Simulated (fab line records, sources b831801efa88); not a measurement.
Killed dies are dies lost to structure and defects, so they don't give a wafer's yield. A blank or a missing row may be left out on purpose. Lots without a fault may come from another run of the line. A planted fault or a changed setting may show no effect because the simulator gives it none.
A struck lot beside a sound one | flow sky130 | 15 steps out of a route of 708
Sound: wafers L774.2, L774.5, L774.6. Struck: wafers L787.4, L787.5. (L787.2 of the same lot was not struck and is left out.) The cause comes at the end.
At each step with rows: each side's tool, then ch and its chambers, then its first start. Under that, the readings that differ: sound wafers | struck wafers | difference of the means | sigmas: that difference in standard deviations of wafers without a fault.
alike: readings whose means differ by less than 2 such deviations, and words and numbers that are the same on both sides. not compared: withheld readings, readings that some wafer has no value for, bounds like >300 that may hide the same value, and numbers for which the record gives no deviation and whose values overlap.
The two part at a step that has a row with sigmas, a row that says differs or no value, or rows on one side only. Numbers that don't overlap but have no deviation are shown without sigmas and don't part them. A reading that every wafer of one side lacks parts them only if that side has two wafers or more.

first, 9 steps without rows for these wafers: SKY_CAP2M_CLEAN_17 (cleans in O3/DIW); SKY_METAL4_DEHYDRATE_05 (time 60 s); SKY_METAL4_HMDS_06 (prime time 60 s); SKY_METAL4_COAT_07 (resist thk 60 nm); SKY_METAL4_COAT_08 (resist thk 1140 nm); SKY_METAL4_SOFTBAKE_09 (time 90 s); SKY_METAL4_EXPOSE_10 (exposes mask MM4, target cd 300 nm); SKY_METAL4_PEB_11; SKY_METAL4_DEVELOP_12 (develop time 60 s).
SKY_METAL4_CD_MEAS_13: target cd 300 nm.
  sound on cd_sem-01, day 41 19:55; struck on cd_sem-01, day 45 12:31
  alike: cd_nm
SKY_METAL4_OVL_MEAS_14:
  sound on overlay-01, day 41 20:01; struck on overlay-01, day 45 12:37
  alike: METAL4_OVL
SKY_METAL4_DESCUM_15: chemistry O2, time 8 s.
  sound on rie_metal-02 ch 0,1, day 41 20:02; struck on rie_metal-03 ch 1, day 45 12:38
  alike: drypump_motor_current_A, oes_product_au
  not compared: rf_hours_counter_h
SKY_METAL4_ETCH_16: etches BARC in N2/H2, stops on SiO2, time 88.2 s, target depth 60 nm.
  sound on rie_metal-02 ch 0,1, day 41 20:04; struck on rie_metal-03 ch 1, day 45 12:41
  reading               | sound             | struck      | difference | sigmas
  oes_product_au (a.u.) | 0.622 0.628 0.622 | 0.649 0.656 | +0.029     | +6
  run_length_s (s)      | 117.1 116.7 116.8 | 111.7 112.0 | -5.0       | -14
  alike: drypump_motor_current_A, throttle_valve_pct
  not compared: rf_hours_counter_h
SKY_METAL4_ETCH_17: etches SiO2 in C4F8/O2/Ar, stops on TiN, time 3.9 s, target depth 15 nm.
  sound on rie_diel-03 ch 0,1,3, day 41 20:10; struck on rie_diel-03 ch 2,3, day 45 12:46
  alike: oes_product_au
  not compared: rf_hours_counter_h
-- the record jumps here: 4 days lie between the struck wafers' starts before and after (it left off in module METAL4 and takes up again in module PAD_OPEN, whose first step shown is number 708 of the route) --
SKY_PAD_OPEN_PROBE_99:
  sound on prober-02, day 45 20:24; struck on prober-01, day 49 01:03
  alike: defect_limited_yield, killed_at_M0_to_M3, killed_at_M4_up, killed_at_contacts, killed_at_front_end, killed_at_other, killed_dies, killed_open, killed_short, sort_bin_3_pad_short, sort_bin_5_function, sort_bin_6_memory, sort_n_pass, sort_yield_pct

WHERE THEY PART
Only at SKY_METAL4_ETCH_16, within this record. Later steps at which nothing parts them and some readings are alike: SKY_METAL4_ETCH_17, SKY_PAD_OPEN_PROBE_99.

WHY: what the simulator had put in
Process parameter drift: rie_metal-03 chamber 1, from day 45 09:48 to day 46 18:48, at SKY_METAL4_ETCH_16. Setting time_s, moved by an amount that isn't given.
